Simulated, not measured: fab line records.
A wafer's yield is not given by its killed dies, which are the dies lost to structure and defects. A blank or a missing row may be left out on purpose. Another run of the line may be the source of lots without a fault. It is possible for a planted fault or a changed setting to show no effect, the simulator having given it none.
Comparing a struck lot with a sound one    flow gf180mcu    32 steps out of a route of 602
Sound: the wafers L854.1, L854.2, L854.5. Struck: wafers L863.1, L863.4, L863.5. The cause comes at the end.
Per side, at each step with rows, come the tool, then ch with its chambers, and then its first start. Under that, the readings that differ: sound wafers    struck wafers    difference of the means    sigmas: that difference in standard deviations of wafers without a fault.
alike: words and numbers the same on both sides, and readings whose means are apart by under 2 such deviations; not compared: readings that were withheld, readings missing a value for some wafer, numbers with overlapping values and no deviation given by the record, and bounds like >300 which may hide the same value.
A row with sigmas, a row that says differs or no value, or rows on one side alone: a step with any of these is where the two part. When numbers do not overlap yet have no deviation, they are printed without sigmas and do not part them. A reading that every wafer of one side lacks parts them only if that side has two wafers or more.

first, 1 step without rows for these wafers: GF_HV_LDD_CVD_56 (deposits Si3N4 from DCS/NH3, target thk 90 nm, time 1543 s).
GF_HV_LDD_THK_MEAS_57:
  sound on film metro-03 at day 13 10:47; struck on film metro-01 at day 17 09:37
  alike: HV_LDD_CVD_56_THK
GF_HV_LDD_ETCHBACK_58: etches Si3N4 in CH3F/O2, stops on SiO2, time 100 s, target depth 90 nm.
  sound on rie diel-01 ch 1,2, day 13 10:51; struck on rie diel-01 ch 1,2,3, day 17 09:41
  alike: bias w, chamber pressure mTorr, drypump motor current A, oes product au, throttle valve pct
  not compared: rf hours counter h
then, 7 steps without rows for these wafers: GF_NSD_DEHYDRATE_00 (time 60 s); GF_NSD_HMDS_01 (prime time 60 s); GF_NSD_COAT_02 (resist thk 1000 nm); GF_NSD_SOFTBAKE_03 (time 60 s); GF_NSD_EXPOSE_04 (exposes mask Nplus, target cd 400 nm); GF_NSD_PEB_05; GF_NSD_DEVELOP_06 (develop time 60 s).
GF_NSD_CD_MEAS_07 targets a cd of 400 nm.
  sound on cd sem-01 at day 14 06:34; struck on cd sem-02 at day 18 09:34
  alike: cd nm
GF_NSD_OVL_MEAS_08:
  sound on overlay-01 at day 14 06:41; struck on overlay-01 at day 18 09:41
  alike: NSD_OVL
GF_NSD_IMPLANT_09:
  sound on implanter-02 ch 0, day 14 06:43; struck on implanter-04 ch 0, day 18 09:43
reading                    sound              struck             difference  sigmas
implant ion amu            75 75 75           49 49 49           -26         
model.implant.rp nm (nm)   37.75 37.75 37.75  44.4 44.4 44.4     +6.6        
model.implant.drp nm (nm)  16.15 16.15 16.15  21.23 21.23 21.23  +5.08       
following that, these wafers have no rows for 1 step: GF_NSD_IMPLANT_10.
GF_NSD_STRIP_11: strips in O2/N2.
  sound on plasma asher-03 ch 0,1, day 14 07:01; struck on plasma asher-03 ch 0,1, day 18 10:01
reading                       sound              struck             difference  sigmas
oes product au (a.u.)         0.490 0.492 0.487  0.470 0.469 0.476  -0.018      -4
strip time to endpoint s (s)  22.94 22.98 22.99  23.74 23.78 23.80  +0.80       +21
  alike: chamber pressure mTorr, drypump motor current A, heater power w
  not compared: rf hours counter h
GF_NSD_TW_MEAS_12:
  sound on film metro-03 at day 14 07:07; struck on film metro-01 at day 18 10:07
reading  sound           struck          difference  sigmas
NSD_TW   4300 4286 4295  4205 4219 4195  -87         -3
then, 7 steps without rows for these wafers: GF_PSD_DEHYDRATE_00 (time 60 s); GF_PSD_HMDS_01 (prime time 60 s); GF_PSD_COAT_02 (resist thk 1000 nm); GF_PSD_SOFTBAKE_03 (time 60 s); GF_PSD_EXPOSE_04 (exposes mask Pplus, target cd 400 nm); GF_PSD_PEB_05; GF_PSD_DEVELOP_06 (develop time 60 s).
GF_PSD_CD_MEAS_07 targets a cd of 400 nm.
  sound on cd sem-02 at day 15 03:46; struck on cd sem-02 at day 19 09:46
  alike: cd nm
GF_PSD_OVL_MEAS_08:
  sound on overlay-02 at day 15 03:53; struck on overlay-02 at day 19 09:53
  alike: PSD_OVL
following that, these wafers have no rows for 1 step: GF_PSD_IMPLANT_09.
GF_PSD_STRIP_10: strips in O2/N2.
  sound on plasma asher-01 ch 0,1, day 15 04:04; struck on plasma asher-02 ch 0,1, day 19 10:04
  alike: chamber pressure mTorr, drypump motor current A, heater power w, oes product au, strip time to endpoint s
  not compared: rf hours counter h
GF_PSD_TW_MEAS_11:
  sound on film metro-02 at day 15 04:10; struck on film metro-01 at day 19 10:10
  alike: PSD_TW
then, 1 step without rows for these wafers: GF_PSD_CLEAN_12 (cleans in SC1/SC2, time 150 s).
GF_PSD_RTA_13: time 20 s.
  sound on rtp anneal-02 ch 0, day 15 04:17; struck on rtp anneal-02 ch 0, day 19 10:17
  alike: lamp power pct, wafer_temp_C_max
GF_PSD_RS_MEAS_14: the measuring method here is four-point-probe.
  sound on film metro-01 at day 15 04:22; struck on film metro-03 at day 19 10:22
reading          sound              struck  difference                     sigmas
NSD_RS (ohm/sq)  46.05 46.05 46.01  - - -   no value on the struck wafers  
GF_PSD_RS_MEAS_15: the measuring method here is four-point-probe.
  sound on film metro-01 at day 15 04:29; struck on film metro-03 at day 19 10:29
  alike: PSD_RS

WHERE THEY PART
Last at GF_PSD_RS_MEAS_14 as far as this record goes, first at GF_NSD_STRIP_11. Later steps at which nothing parts them and some readings are alike: GF_PSD_RS_MEAS_15.

WHY: the cause the simulator had injected
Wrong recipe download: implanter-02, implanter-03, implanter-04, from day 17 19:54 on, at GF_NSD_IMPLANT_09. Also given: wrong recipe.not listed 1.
